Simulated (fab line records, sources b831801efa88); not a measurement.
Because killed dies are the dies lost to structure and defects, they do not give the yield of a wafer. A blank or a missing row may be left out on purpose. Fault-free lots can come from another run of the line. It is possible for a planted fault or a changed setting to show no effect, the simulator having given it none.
What tool caused it? -- flow gf180mcu -- Sampling: 12 lots, 36 wafers, 4 of 602 route steps

== WHAT THE GAUGES READ, wafer by wafer ==
GF_M4_OVL_MEAS_15. Usual: for M4_OVL the level is 1 nm and the standard deviation is 5.6.
lot,measured,on,M4_OVL (nm),flag
L211,day 23 09:49,overlay-02,2 -1 -4,
L213,day 23 22:19,overlay-01,4 5 0,
L215,day 24 20:48,overlay-01,5 6 17,
L216,day 25 06:18,overlay-01,5 -3 6,
L218,day 25 09:58,overlay-02,4 9 1,
L219,day 26 05:45,overlay-01,-5 3 6,
L220,day 26 07:16,overlay-01,4 4 -2,
L221,day 26 18:55,overlay-01,9 3 3,
L222,day 27 02:19,overlay-01,2 -11 -6,
L224,day 27 14:49,overlay-02,-5 -7 -1,
L225,day 28 00:30,overlay-01,5 3 11,
L234,day 30 18:38,overlay-01,-3 -3 -3,

GF_V4_THK_MEAS_03. Usual: for V4_CVD_02_THK the level is 852 nm and the standard deviation is 10.
lot,measured,on,V4_CVD_02_THK (nm),flag
L211,day 23 10:44,filmMetro-04,842 861 858,
L213,day 23 23:15,filmMetro-02,854 849 855,
L215,day 24 21:52,filmMetro-01,849 836 863,
L216,day 25 07:12,filmMetro-04,842 853 873,
L218,day 25 10:59,filmMetro-01,848 873 857,
L219,day 26 06:39,filmMetro-02,845 834 849,
L220,day 26 08:16,filmMetro-01,855 873 876,
L221,day 26 19:49,filmMetro-01,838 837 850,
L222,day 27 03:16,filmMetro-01,847 845 861,
L224,day 27 15:46,filmMetro-01,849 855 868,
L225,day 28 01:26,filmMetro-01,860 867 871,
L234,day 30 19:33,filmMetro-04,851 860 862,

GF_V4_CD_MEAS_14 targets a cd of 260 nm. Usual: cdNm at 260.1 nm, with a standard deviation of 1.1.
lot,measured,on,cdNm (nm),flag
L211,day 24 09:38,cdSem-02,261.2 260.6 261.7,
L213,day 24 21:48,cdSem-02,258.6 259.5 259.8,
L215,day 25 19:40,cdSem-02,260.3 260.8 260.0,
L216,day 26 05:17,cdSem-01,260.2 260.3 259.8,
L218,day 26 08:38,cdSem-01,258.4 259.5 258.0,
L219,day 27 03:32,cdSem-01,260.9 260.2 259.4,
L220,day 27 05:32,cdSem-02,259.9 258.9 259.4,
L221,day 27 16:34,cdSem-01,258.9 259.6 260.3,
L222,day 27 23:53,cdSem-02,259.1 258.6 259.4,
L224,day 28 11:55,cdSem-02,260.7 259.8 260.0,
L225,day 28 21:56,cdSem-02,264.4 263.3 262.5,
L234,day 31 14:10,cdSem-02,259.7 259.6 258.4,

== WHAT TOOL EACH LOT RAN ON (gives the tool, then ch and the chambers of the sampled wafers, and finally the start) ==
lot,GF_V4_SOFTBAKE_10
L211,"lithoTrack-04 ch 0, day 23 22:00"
L213,"lithoTrack-01 ch 0, day 24 10:00"
L215,"lithoTrack-01 ch 0, day 25 08:00"
L216,"lithoTrack-01 ch 0, day 25 17:00"
L218,"lithoTrack-03 ch 0, day 25 22:00"
L219,"lithoTrack-01 ch 0, day 26 16:00"
L220,"lithoTrack-04 ch 0, day 26 19:00"
L221,"lithoTrack-04 ch 0, day 27 06:00"
L222,"lithoTrack-04 ch 0, day 27 13:00"
L224,"lithoTrack-01 ch 0, day 28 01:00"
L225,"lithoTrack-04 ch 0, day 28 11:00"
L234,"lithoTrack-03 ch 0, day 31 04:00"
- GF_V4_SOFTBAKE_10: time 60 s.

== AS READ BY THE TOOLS THEMSELVES (means over the sampled wafers that have a number; for cases with no such wafer, the mark the record gives instead) ==
GF_V4_SOFTBAKE_10. Usual: runLengthS at 89.18 s, with a standard deviation of 0.21.
lot,tool,runLengthS (s),flag
L211,lithoTrack-04,89.27,
L213,lithoTrack-01,89.19,
L215,lithoTrack-01,89.23,
L216,lithoTrack-01,89.24,
L218,lithoTrack-03,88.86,
L219,lithoTrack-01,89.22,
L220,lithoTrack-04,89.30,
L221,lithoTrack-04,89.33,
L222,lithoTrack-04,89.32,
L224,lithoTrack-01,89.24,
L225,lithoTrack-04,93.85,OFF
L234,lithoTrack-03,88.86,

== THE ANSWER, worked out from the rows above alone ==
Rule: a lot counts as off when the mean over its wafers that have a number is more than 3 standard deviations away from the usual mean. Also off: a lot with no number at a reading for which 4 or more lots have one. The other lots that the step has rows for count as sound. Order of review: gauges by route order, followed by the tools' own readings, for which a lot's mean as printed above is used. At the first step where some lot is off, the reading lying furthest off is the one used; lots without a number count as furthest.
Off, at GF_V4_SOFTBAKE_10 on runLengthS: L225.
A tool fits if, at that step or a process step before it, it ran every lot that is off, and no sound lot after the first of them. One candidate fits, namely lithoTrack-04 at GF_V4_SOFTBAKE_10. Its last sound lot is L222 (day 27 13:00), its first lot that is off L225 (day 28 11:00): a fault that began between those two fits.
On the lots that are off, the tool's own readings at GF_V4_SOFTBAKE_10 differ by more than 5 times the standard deviation of the sound lots' means, which bears it out; runLengthS reads 93.85 s there versus 89.19 s on the sound lots.

== WHAT HAD BEEN PUT IN BY THE SIMULATOR ==
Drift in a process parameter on lithoTrack-04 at GF_V4_SOFTBAKE_10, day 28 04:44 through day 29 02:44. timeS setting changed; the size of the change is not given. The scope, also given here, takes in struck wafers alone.
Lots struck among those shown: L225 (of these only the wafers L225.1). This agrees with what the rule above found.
